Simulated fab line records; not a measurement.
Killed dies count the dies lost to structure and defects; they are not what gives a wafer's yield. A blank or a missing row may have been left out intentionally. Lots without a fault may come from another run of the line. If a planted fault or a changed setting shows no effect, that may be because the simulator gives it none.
Struck lot and sound lot, side by side + flow sfq_line + 14 out of 325 route steps
Sound: these wafers, L843.1, L843.3, L843.4. Wafers struck: L839.1, L839.4, L839.5. At the end, the cause is stated.
Each step with rows lists, per side, the tool, then ch with its chambers, then its first start. Under that, the readings that differ: sound wafers + struck wafers + difference of the means + sigmas: that difference in standard deviations of wafers without a fault.
alike: readings with means less than 2 such deviations apart, plus words and numbers identical on both sides. not compared: withheld readings, readings lacking a value on some wafer, bounds such as >300 that could conceal the same value, and numbers that have no deviation in the record and whose values overlap.
The two part at a step that has a row with sigmas, a row that says differs or no value, or rows on one side only. Numbers that don't overlap but have no deviation are shown without sigmas and don't part them. A reading that every wafer of one side lacks parts them only if that side has two wafers or more.

first, 3 steps without rows for these wafers: SFQ_TRILAYER_I7_VIA_LITHO_EXPOSE_188 (exposes mask I7, target cd 1000 nm); SFQ_TRILAYER_I7_VIA_LITHO_PEB_190 (peb time 60 s); SFQ_TRILAYER_I7_VIA_LITHO_DEVELOP_189 (time 60 s).
SFQ_I7_OVL_MEAS_947:
  sound: overlay-01 at day 80 05:31; struck: overlay-02 at day 78 21:16
  alike: I7_OVL
SFQ_TRILAYER_I7_VIA_BARC_OPEN_VIA_ETCH_260: etches BARC in O2, target depth 125 nm, time 41.7 s.
  sound on rie_diel-01 ch 0,1,2, day 80 05:34; struck on rie_diel-01 ch 0,1,3, day 78 21:18
  alike: drypump_motor_current_A, oes_product_au
  not compared: rf_hours_counter_h
SFQ_TRILAYER_I7_VIA_ETCH_VIA_ETCH_190: etches SiO2 in CHF3, stops on Nb, target depth 260 nm.
  sound on rie_diel-01 ch 0,1,2, day 80 05:36; struck on rie_diel-01 ch 0,1,3, day 78 21:20
  alike: drypump_motor_current_A, oes_product_au
SFQ_TRILAYER_I7_VIA_STRIP_STRIP_191: strips in O2.
  sound on rie_metal-01 ch 0,1, day 80 05:43; struck on rie_metal-02 ch 0,1, day 78 21:27
  alike: drypump_motor_current_A, oes_product_au
  not compared: rf_hours_counter_h
then, 5 steps without rows for these wafers: SFQ_TRILAYER_I7_VIA_STRIP_SOLV_CLEAN_192 (cleans in NMP, time 600 s); SFQ_TRILAYER_M8_LITHO_LOR_COAT_197; SFQ_TRILAYER_M8_LITHO_LOR_BAKE_198; SFQ_TRILAYER_M8_LITHO_COAT_193 (resist thk 600 nm); SFQ_TRILAYER_M8_LITHO_SOFTBAKE_199.
SFQ_TRILAYER_M8_LITHO_EXPOSE_194: exposes mask M8, target cd 2000 nm.
  sound on krf_scanner-01 ch 0, day 80 14:49; struck on krf_scanner-01, day 78 23:31
  no value came back on the struck wafers for exposure_dose_mJ_cm2, focus_offset_nm (nm); on the sound wafers exposure_dose_mJ_cm2 reads 14.377 14.395 14.381
  alike: mask
then, 1 step without rows for these wafers: SFQ_TRILAYER_M8_LITHO_PEB_196 (peb time 60 s).

== WHERE THEY PART ==
At SFQ_TRILAYER_M8_LITHO_EXPOSE_194 and nowhere else, as far as this record goes.

WHY: whatever the simulator had introduced
Whole step skipped at SFQ_TRILAYER_M8_LITHO_EXPOSE_194 on krf_scanner-01, starting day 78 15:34. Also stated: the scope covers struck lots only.
